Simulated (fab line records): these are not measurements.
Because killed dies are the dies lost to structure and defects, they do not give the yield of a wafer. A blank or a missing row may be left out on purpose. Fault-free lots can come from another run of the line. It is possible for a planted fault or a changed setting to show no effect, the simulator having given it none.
fab line records	flow sky130
[record] lots = 14	wafers = 42	last-day = 50
route steps=708 shown SONOS_ONO@170 METAL3@569 VIA3@586 PASSIVATION@684 PAD_OPEN@708
lots with no fault: from the same line, run without faults
start-h: hours from the record's first day to the start of the lot's first wafer shown	wait-h: hours from the lot's prior step to this one	" as in the row above	L1.1+2: one row covering several wafers at once	- no value present, or no start provided	* or withheld: withheld	< > ~ a bound
route shown NAME@n: a module of which the file shows steps, and the number in the route of the first	usual: mean/standard deviation of fault-free wafers	same: alike in all rows	chamber/n: place in a boat	sites: the reading at each site	_std_site: standard deviation across them	_edge_site: inner sites' mean taken away from outer sites' mean	radius-mm: for every site, how far away it sits from the centre of the wafer	mask NAME#n: copy n	behind: the most recent tool/chamber to have shaped the wafer	hold: what put the lot on hold/how long, in hours/how the hold closed	device: transistor that didn't switch, given as n, p or np	end of line: at the end of the route, the tests of the same wafers	a step given without rows: its recipe and nothing more	killed: at the first sort, the dies lost to defects and structure; wafer yield is something else	map: the dies of a wafer, with x for killed, . for not killed, _ for no die there
set.NAME: the setting that was run; set.NAME@STEP: the one run at that earlier step	model.NAME: the simulator's own value behind a step, which no gauge read
the route's steps for a sample of lots (tables are steps, rows are wafers)
services: the hour from which a tool's chamber was out of use, counted from the record's first day as start-h (under 0 if before that day), plus the number of hours and why
[[steps]]
[step SKY_SONOS_ONO_CVD_02]
[recipe] material = Si3N4	precursor = DCS/NH3	target-thk-nm = 10.5	temp-c = 770	time-s = 180	pressure-mtorr = 250
lot.wafer	tool	chamber	start-h	wait-h
L751.1+4+6	lpcvd-02	1	254.06	0.5
L752.2+5+6	lpcvd-02	0	261.01	0.0
L753.2+4+5	lpcvd-02	0	261.01	0.0
L756.3+4+5	lpcvd-02	1	304.84	0.7
L755.1+5+6	lpcvd-02	0	307.09	1.7
L757.1+5+6	lpcvd-02	0	307.09	1.7
L766.2+5+6	lpcvd-02	1	371.73	0.0
L767.2+3+5	lpcvd-02	1	379.25	0.5
L768.1+3+5	lpcvd-02	1	389.68	1.7
L769.4+5+6	lpcvd-02	1	399.81	2.6
L771.1+2+6	lpcvd-02	1	410.09	0.5
L772.2+4+5	lpcvd-02	1	424.84	2.4
L773.1+2+5	lpcvd-02	1	430.20	2.2
L774.3+5+6	lpcvd-02	1	435.98	0.0
[step SKY_METAL3_STRIP_19]
[recipe] chemistry = O2/N2	power-w = 1400	pressure-mtorr = 1500	platen-temp-c = withheld	o2-flow-sccm = 3000	n2-flow-sccm = 300	overash-fraction = 0.5
[usual] drypump-motor-current-A = 5.5/0.34	oes-product-au = 0.504/0.0051	strip-time-to-endpoint-s = 6.59/0.064
lot.wafer	tool	chamber	start-h	wait-h	drypump-motor-current-A	oes-product-au	rf-hours-counter-h	strip-time-to-endpoint-s
L751.1	plasma-asher-02	1	898.33	0.1	5.7	0.511	47	6.70
L751.4	"	0	"	"	4.9	0.501	-	6.51
L751.6	"	0	"	"	4.9	0.506	-	6.50
L752.2	plasma-asher-04	0	906.06	0.1	5.4	0.506	17	6.67
L752.5	"	1	"	"	5.6	0.509	-	6.70
L752.6	"	0	"	"	5.4	0.501	-	6.64
L753.2	plasma-asher-02	1	908.92	0.1	5.7	0.503	48	6.66
L753.4	"	1	"	"	5.7	0.518	-	6.68
L753.5	"	0	"	"	4.9	0.509	-	6.70
L757.1	plasma-asher-04	0	951.23	0.1	5.4	0.502	21	6.57
L757.5	"	0	"	"	5.4	0.508	-	6.62
L757.6	"	1	"	"	5.6	0.492	-	6.55
L756.3	plasma-asher-04	1	955.85	0.1	5.6	0.506	-	6.65
L756.4	"	0	"	"	5.4	0.498	-	6.57
L756.5	"	1	"	"	5.6	0.509	-	6.67
L755.1	plasma-asher-03	0	956.51	0.1	6.0	0.499	80	6.47
L755.5	"	0	"	"	6.0	0.506	-	6.64
L755.6	"	1	"	"	5.7	0.505	-	6.47
L766.2	plasma-asher-03	1	1006.31	0.1	5.7	0.502	84	6.51
L766.5	"	1	"	"	5.7	0.505	-	6.55
L766.6	"	0	"	"	6.0	0.493	-	6.46
L767.2	plasma-asher-04	0	1013.41	0.2	5.4	0.504	26	6.60
L767.3	"	1	"	"	5.6	0.508	-	6.62
L767.5	"	1	"	"	5.6	0.507	-	6.65
L768.1	plasma-asher-02	1	1019.01	0.1	5.7	0.499	60	6.63
L768.3	"	0	"	"	4.9	0.516	-	6.54
L768.5	"	0	"	"	4.9	0.501	-	6.52
L769.4	plasma-asher-02	1	1026.44	0.1	5.7	0.509	-	6.58
L769.5	"	1	"	"	5.7	0.500	-	6.59
L769.6	"	0	"	"	4.9	0.506	-	6.46
L771.1	plasma-asher-04	1	1039.58	0.1	5.6	0.497	29	6.57
L771.2	"	0	"	"	5.5	0.504	29	6.56
L771.6	"	1	"	"	5.6	0.503	-	6.64
L772.2	plasma-asher-04	1	1055.57	0.1	5.6	0.500	30	6.56
L772.4	"	0	"	"	5.4	0.505	-	6.56
L772.5	"	1	"	"	5.6	0.503	-	6.54
L773.1	plasma-asher-04	0	1057.09	0.1	5.4	0.509	31	6.62
L773.2	"	1	"	"	5.6	0.503	31	6.58
L773.5	"	0	"	"	5.4	0.502	-	6.48
L774.3	plasma-asher-02	0	1057.89	0.2	4.9	0.499	-	6.56
L774.5	"	0	"	"	4.9	0.506	-	6.55
L774.6	"	1	"	"	5.7	0.496	-	6.52
[step SKY_VIA3_OVL_MEAS_13]
[usual] VIA3_OVL = 2/5.1
lot.wafer	tool	chamber	start-h	wait-h	VIA3_OVL[nm]
L751.1	overlay-02	-	924.67	0.1	3
L751.4	"	-	"	"	-12
L751.6	"	-	"	"	-4
L752.2	overlay-01	-	931.62	0.1	2
L752.5	"	-	"	"	6
L752.6	"	-	"	"	12
L753.2	overlay-01	-	934.76	0.1	4
L753.4	"	-	"	"	2
L753.5	"	-	"	"	0
L757.1	overlay-01	-	975.97	0.1	0
L757.5	"	-	"	"	5
L757.6	"	-	"	"	-3
L756.3	overlay-01	-	980.37	0.1	3
L756.4	"	-	"	"	-6
L756.5	"	-	"	"	5
L755.1	overlay-01	-	981.73	0.1	10
L755.5	"	-	"	"	12
L755.6	"	-	"	"	8
L766.2	overlay-01	-	1030.58	0.1	-2
L766.5	"	-	"	"	-5
L766.6	"	-	"	"	1
L767.2	overlay-01	-	1036.73	0.1	4
L767.3	"	-	"	"	1
L767.5	"	-	"	"	13
L768.1	overlay-01	-	1043.23	0.1	13
L768.3	"	-	"	"	8
L768.5	"	-	"	"	5
L769.4	overlay-02	-	1049.83	0.1	2
L769.5	"	-	"	"	-2
L769.6	"	-	"	"	2
L771.1	overlay-02	-	1062.48	0.1	-4
L771.2	"	-	"	"	3
L771.6	"	-	"	"	5
L772.2	overlay-02	-	1078.13	0.1	-3
L772.4	"	-	"	"	-3
L772.5	"	-	"	"	-10
L773.1	overlay-01	-	1079.61	0.1	-7
L773.2	"	-	"	"	7
L773.5	"	-	"	"	-1
L774.3	overlay-02	-	1079.83	0.1	-5
L774.5	"	-	"	"	-6
L774.6	"	-	"	"	3
[step SKY_PASSIVATION_THK_MEAS_03]
[recipe] reads = Si3N4_of_PASSIVATION_CVD_02
[usual] PASSIVATION_CVD_02_THK = 542/6.8
lot.wafer	tool	chamber	start-h	wait-h	PASSIVATION_CVD_02_THK[nm]
L751.1	film-metro-03	-	1023.82	-	533
L751.4	"	-	"	"	555
L751.6	"	-	"	"	545
L752.2	film-metro-04	-	1031.21	-	543
L752.5	"	-	"	"	553
L752.6	"	-	"	"	539
L753.2	film-metro-01	-	1034.46	-	526
L753.4	"	-	"	"	552
L753.5	"	-	"	"	542
L757.1	film-metro-01	-	1072.81	-	547
L757.5	"	-	"	"	553
L757.6	"	-	"	"	547
L756.3	film-metro-01	-	1076.29	-	534
L756.4	"	-	"	"	547
L756.5	"	-	"	"	546
L755.1	film-metro-01	-	1076.61	-	540
L755.5	"	-	"	"	547
L755.6	"	-	"	"	541
L766.2	film-metro-04	-	1121.29	-	538
L766.5	"	-	"	"	551
L766.6	"	-	"	"	551
L767.2	film-metro-04	-	1126.61	-	544
L767.3	"	-	"	"	537
L767.5	"	-	"	"	554
L768.1	film-metro-01	-	1132.85	-	525
L768.3	"	-	"	"	530
L768.5	"	-	"	"	536
L769.4	film-metro-04	-	1137.10	-	547
L769.5	"	-	"	"	549
L769.6	"	-	"	"	547
L771.1	film-metro-01	-	1148.56	-	535
L771.2	"	-	"	"	541
L771.6	"	-	"	"	546
L772.2	film-metro-03	-	1161.04	-	539
L772.4	"	-	"	"	541
L772.5	"	-	"	"	541
L773.1	film-metro-04	-	1161.57	-	534
L773.2	"	-	"	"	540
L773.5	"	-	"	"	555
L774.3	film-metro-03	-	1164.71	-	529
L774.5	"	-	"	"	541
L774.6	"	-	"	"	540
[step SKY_PAD_OPEN_PROBE_99]
[usual] killed_at_M0_to_M3 = 42/7.4	killed_at_M4_up = 3.3/2.1	killed-at-contacts = 24/5.3	killed-at-front-end = 15/4.5	killed-at-other = 0.3/0.57	killed-dies = 84/10	killed-open = 46/7.5	killed-short = 38/6.4
[same] gross-dies = 492	killed-at-back-side = 0
lot.wafer	tool	chamber	start-h	wait-h	killed_at_M0_to_M3	killed_at_M4_up	killed-at-contacts	killed-at-front-end	killed-at-other	killed-dies	killed-open	killed-short
L757.1	prober-02	-	1115.03	0.1	27	1	21	35	0	84	42	21
L757.5	prober-02	-	1115.23	0.2	33	1	19	38	0	91	38	34
L757.6	prober-02	-	1115.28	0.2	46	2	21	34	0	103	57	30
L756.3	prober-01	-	1119.04	0.2	36	3	26	73	0	138	39	38
L756.4	prober-01	-	1119.09	0.2	47	6	20	69	0	142	40	45
L756.5	prober-01	-	1119.14	0.2	44	3	15	79	0	141	36	43
L755.1	prober-02	-	1119.09	0.1	27	1	26	42	1	97	38	39
L755.5	prober-02	-	1119.29	0.2	34	5	14	36	2	91	37	31
L755.6	prober-02	-	1119.34	0.2	46	2	27	32	1	108	47	44
// killed by level:class
L757.1 SONOS_ONO:unspecified=21 VIA1:geometric-particle:open=8 CONTACT:geometric-particle:open=7 VIA2:geometric-particle:open=6 VIA3:geometric-particle:open=6 POLY_GATE:geometric-particle:short=5 LI_CONTACT:geometric-particle:open=5 POLY_GATE:geometric-particle:open=4
L757.5 SONOS_ONO:unspecified=17 VIA2:geometric-particle:open=9 CONTACT:geometric-particle:open=9 VIA1:geometric-particle:open=7 FIELD_ISO:geometric-particle:short=5 POLY_GATE:geometric-particle:short=5 METAL3:geometric-particle:short=5 FIELD_ISO:geometric-particle:open=4
L757.6 SONOS_ONO:unspecified=16 VIA1:geometric-particle:open=14 VIA3:geometric-particle:open=9 FIELD_ISO:geometric-particle:open=7 LI_CONTACT:geometric-particle:open=7 CONTACT:geometric-particle:open=7 VIA3:geometric-particle:short=6 CONTACT:geometric-particle:short=5
L756.3 SONOS_ONO:unspecified=61 CONTACT:geometric-particle:open=11 METAL2:geometric-particle:short=8 LI_CONTACT:geometric-particle:open=7 VIA1:geometric-particle:open=5 VIA1:geometric-particle:short=5 VIA3:geometric-particle:open=5 METAL1:geometric-particle:short=4
L755.1 SONOS_ONO:unspecified=19 FIELD_ISO:geometric-particle:open=8 FIELD_ISO:geometric-particle:short=7 LI_CONTACT:geometric-particle:open=7 CONTACT:geometric-particle:open=7 VIA2:geometric-particle:open=7 CONTACT:geometric-particle:short=6 POLY_GATE:geometric-particle:short=5
L756.4 SONOS_ONO:unspecified=57 VIA1:geometric-particle:open=10 METAL2:geometric-particle:short=8 VIA2:geometric-particle:open=7 VIA3:geometric-particle:open=6 LI_CONTACT:geometric-particle:open=5 METAL1:geometric-particle:short=5 METAL4:geometric-particle:short=5
L756.5 SONOS_ONO:unspecified=62 METAL2:geometric-particle:short=10 METAL1:geometric-particle:short=9 VIA2:geometric-particle:open=6 VIA3:geometric-particle:open=5 SPACER:geometric-particle:open=4 LI_CONTACT:geometric-particle:open=4 CONTACT:geometric-particle:open=4
L755.5 SONOS_ONO:unspecified=21 LI_CONTACT:geometric-particle:open=9 METAL1:geometric-particle:short=8 VIA1:geometric-particle:open=8 METAL4:geometric-particle:short=4 VIA3:geometric-particle:short=4 VIA2:geometric-particle:open=4 FIELD_ISO:geometric-particle:open=3
L755.6 SONOS_ONO:unspecified=17 CONTACT:geometric-particle:open=13 VIA1:geometric-particle:open=8 METAL1:geometric-particle:short=7 METAL2:geometric-particle:short=6 LI_CONTACT:geometric-particle:open=5 VIA3:geometric-particle:short=5 LOCAL_INTERCONNECT:geometric-particle:short=4
[[services]]
tool	chamber	start-h	hours	kind
lpcvd-02	-	262.79	2.8	pm
plasma-asher-03	-	320.86	18.4	repair
plasma-asher-03	-	355.12	1.9	repair
plasma-asher-03	-	361.20	9.1	repair
plasma-asher-03	-	364.92	0.4	repair
lpcvd-02	-	371.18	0.3	repair
lpcvd-02	-	394.72	2.5	repair
plasma-asher-02	-	421.25	9.0	pm
plasma-asher-04	-	446.86	8.8	repair
plasma-asher-04	-	471.02	2.8	pm
plasma-asher-02	-	472.08	0.8	repair
plasma-asher-02	-	519.19	0.8	repair
lpcvd-02	-	540.11	1.6	repair
lpcvd-02	-	559.46	3.0	repair
plasma-asher-03	-	594.60	5.3	repair
lpcvd-02	-	686.92	6.0	pm
plasma-asher-02	-	698.96	1.4	repair
plasma-asher-04	-	727.57	0.4	repair
plasma-asher-04	-	733.75	9.0	pm
plasma-asher-03	-	743.87	2.8	pm
plasma-asher-03	-	772.51	3.8	repair
plasma-asher-03	-	796.01	2.4	repair
plasma-asher-04	-	970.99	0.3	repair
plasma-asher-04	-	976.48	12.1	repair
[[key]]
[first-sign] step = SKY_PAD_OPEN_PROBE_99	reading = killed-at-front-end	direction = up	sigmas = 7.7	usual = 15	struck = 49
[effect] step = SKY_PAD_OPEN_PROBE_99	reading = killed-dies	direction = up	sigmas = 2.6	usual = 84	struck = 111	wafers-moved = 4
met-at SKY_SONOS_ONO_CVD_02
struck-lots L755,L756,L757
tester-left-out L755,L756,L757
not-acting-at SKY_METAL3_STRIP_19,SKY_VIA3_OVL_MEAS_13,SKY_PASSIVATION_THK_MEAS_03
onset-between 261.01 304.84
[fault] kind = chamber-particle-source	tool = lpcvd-02	chamber = -	onset-h = 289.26	steps = SKY_SONOS_ONO_CVD_02	rate-per-visit-cm2 = 1.1385	end-h = 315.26
// tester-left-out: of these lots the tester's yield and bins aren't shown, on N5 and GAA mostly nor the transistor test; their killed dies are dies lost to structure and defects alone, not to doping, threshold or leakage, so they don't give the yield
